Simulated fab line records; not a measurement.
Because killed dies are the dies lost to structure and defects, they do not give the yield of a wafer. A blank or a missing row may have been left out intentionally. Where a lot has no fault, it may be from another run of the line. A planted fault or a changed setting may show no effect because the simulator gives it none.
Chamber matching :: flow gf180mcu :: GF_CONTACT_CMP_04 on cmp-01: 4 sister chambers
The step polishes SiO2. 8 wafers are shown with their chamber, then 11 later ones without.

EACH WAFER AND ITS CHAMBER
wafer: L963.1
chamber: 3
motor_current_A (A): 9.9
time_to_endpoint_s (s): 97

wafer: L963.3
chamber: 2
motor_current_A (A): 11.1
time_to_endpoint_s (s): 108

wafer: L965.3
chamber: 3
motor_current_A (A): 10.2
time_to_endpoint_s (s): 109

wafer: L965.5
chamber: 0
motor_current_A (A): 13.4
time_to_endpoint_s (s): 115

wafer: L966.1
chamber: 2
motor_current_A (A): 11.7
time_to_endpoint_s (s): 106

wafer: L966.3
chamber: 1
motor_current_A (A): 10.6
time_to_endpoint_s (s): 109

wafer: L966.6
chamber: 0
motor_current_A (A): 13.0
time_to_endpoint_s (s): 107

wafer: L967.1
chamber: 1
motor_current_A (A): 11.1
time_to_endpoint_s (s): 113

WAFERS MISSING THEIR CHAMBER
wafer: L967.2
motor_current_A (A): 11.4
time_to_endpoint_s (s): 105

wafer: L967.5
motor_current_A (A): 13.8
time_to_endpoint_s (s): 117

wafer: L973.3
motor_current_A (A): 14.0
time_to_endpoint_s (s): 99

wafer: L973.5
motor_current_A (A): 10.1
time_to_endpoint_s (s): 100

wafer: L973.6
motor_current_A (A): 15.1
time_to_endpoint_s (s): 108

wafer: L974.1
motor_current_A (A): 11.4
time_to_endpoint_s (s): 107

wafer: L974.4
motor_current_A (A): 14.3
time_to_endpoint_s (s): 114

wafer: L974.5
motor_current_A (A): 14.5
time_to_endpoint_s (s): 116

wafer: L975.3
motor_current_A (A): 10.2
time_to_endpoint_s (s): 125

wafer: L975.4
motor_current_A (A): 14.4
time_to_endpoint_s (s): 125

wafer: L975.6
motor_current_A (A): 11.3
time_to_endpoint_s (s): 112

THE CHAMBER EACH PASSED THROUGH
wafer: L967.2
from the rows above: can't be placed: 2 or 1
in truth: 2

wafer: L967.5
from the rows above: 0
in truth: 0

wafer: L973.3
from the rows above: 0
in truth: 0

wafer: L973.5
from the rows above: 3
in truth: 3

wafer: L973.6
from the rows above: 0
in truth: 0

wafer: L974.1
from the rows above: can't be placed: 2 or 1
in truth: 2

wafer: L974.4
from the rows above: 0
in truth: 0

wafer: L974.5
from the rows above: 0
in truth: 0

wafer: L975.3
from the rows above: can't be placed: 1 or 3 or 2
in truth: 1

wafer: L975.4
from the rows above: 0
in truth: 0

wafer: L975.6
from the rows above: can't be placed: 2 or 1
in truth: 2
Placed correctly: 7 of 11. Can't be placed from these rows: 4 (the true chamber is among the candidates in 4). 0 placed wrongly.
How it was worked out, from the rows above alone: a wafer's distance from a chamber is the root of the sum, over the readings, of the square of ((its reading less the chamber's mean) divided by the reading's scatter). If the next closest chamber is less than 2 further off than the closest, the wafer can't be placed; otherwise it belongs to the closest. The mean given for a chamber averages the wafers shown for that chamber. The scatter: the root of (the sum of the squares of (reading less its chamber's mean) over the shown wafers, divided by (wafers less chambers)).
